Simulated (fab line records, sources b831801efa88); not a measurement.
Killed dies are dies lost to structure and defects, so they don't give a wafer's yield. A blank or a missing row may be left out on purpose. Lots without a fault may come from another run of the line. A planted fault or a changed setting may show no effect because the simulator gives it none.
A struck lot beside a sound one | flow gf180mcu | 15 steps out of a route of 602
Sound: wafers L489.1, L489.2, L489.3. Struck: wafer L500.2. (L500.4, L500.5 of the same lot were not struck and are left out.) The cause comes at the end.
At each step with rows: each side's tool, then ch and its chambers, then its first start. Under that, the readings that differ: sound wafers | struck wafers | difference of the means | sigmas: that difference in standard deviations of wafers without a fault.
alike: readings whose means differ by less than 2 such deviations, and words and numbers that are the same on both sides. not compared: withheld readings, readings that some wafer has no value for, bounds like >300 that may hide the same value, and numbers for which the record gives no deviation and whose values overlap.
The two part at a step that has a row with sigmas, a row that says differs or no value, or rows on one side only. Numbers that don't overlap but have no deviation are shown without sigmas and don't part them. A reading that every wafer of one side lacks parts them only if that side has two wafers or more.

first, 5 steps without rows for these wafers: GF_V1_COAT_09 (resist thk 1000 nm); GF_V1_SOFTBAKE_10 (time 60 s); GF_V1_EXPOSE_11 (exposes mask Via1, target cd 260 nm); GF_V1_PEB_12 (peb time 90 s); GF_V1_DEVELOP_13 (develop time 60 s).
GF_V1_CD_MEAS_14: target cd 260 nm.
  sound on cd_sem-02, day 20 03:27; struck on cd_sem-01, day 24 01:02
  alike: cd_nm
GF_V1_OVL_MEAS_15:
  sound on overlay-02, day 20 03:34; struck on overlay-01, day 24 01:08
  alike: V1_OVL
GF_V1_ETCH_16: etches BARC in N2/H2.
  sound on rie_diel-02 ch 1,2,3, day 20 03:36; struck on rie_diel-02 ch 0, day 24 01:10
  alike: drypump_motor_current_A, oes_product_au, throttle_valve_pct
GF_V1_ETCH_17: etches SiO2 in C4F8/O2/Ar, stops on TiN, target depth 630 nm.
  sound on rie_diel-02 ch 1,2,3; struck on rie_diel-02 ch 0
  alike: oes_product_au
GF_V1_STRIP_18: strips in O2/N2.
  sound on plasma_asher-02 ch 0,1, day 20 03:44; struck on plasma_asher-02 ch 0, day 24 01:17
  alike: drypump_motor_current_A, heater_power_w, oes_product_au
  not compared: rf_hours_counter_h
then, 2 steps without rows for these wafers: GF_V1_STRIP_19 (strips in post etch residue remover, time 1200 s); GF_V1_CLEAN_20 (cleans in DIW).
GF_V1_SPUTTER_21: material Ti, target thk 15 nm, time 80.02 s.
  sound on pvd_sputter-03, day 20 04:37; struck on pvd_sputter-01, day 24 01:51
  reading                               | sound             | struck | difference | sigmas
  chamber_pressure_pa (Pa)              | 4.994 5.010 5.006 | 5.565  | +0.562     | +60
  model.Ti_of_V1_SPUTTER_21.thk_nm (nm) | 15.16 14.81 15.15 | 13.75  | -1.29      |
  alike: throttle_valve_pct
GF_V1_SPUTTER_22: material TiN, target thk 10 nm, time 40 s.
  sound on pvd_sputter-03, day 20 04:41; struck on pvd_sputter-01, day 24 01:55
  alike: chamber_pressure_pa, throttle_valve_pct
-- the record jumps here: 9 days lie between the struck wafers' starts before and after (it left off in module V1 and takes up again in module PASSIVATION, whose first step shown is number 602 of the route) --
GF_PASSIVATION_PROBE_99:
  the record has rows for the struck wafers here (prober-01, day 33 11:07) and none for the sound ones

WHERE THEY PART
First at GF_V1_SPUTTER_21; last, within this record, at GF_PASSIVATION_PROBE_99.

WHY: what the simulator had put in
Process parameter drift: pvd_sputter-01, from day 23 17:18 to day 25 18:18, at GF_V1_SPUTTER_21. Setting chamber_pressure_pa, moved by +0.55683, from 5. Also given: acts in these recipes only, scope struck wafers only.
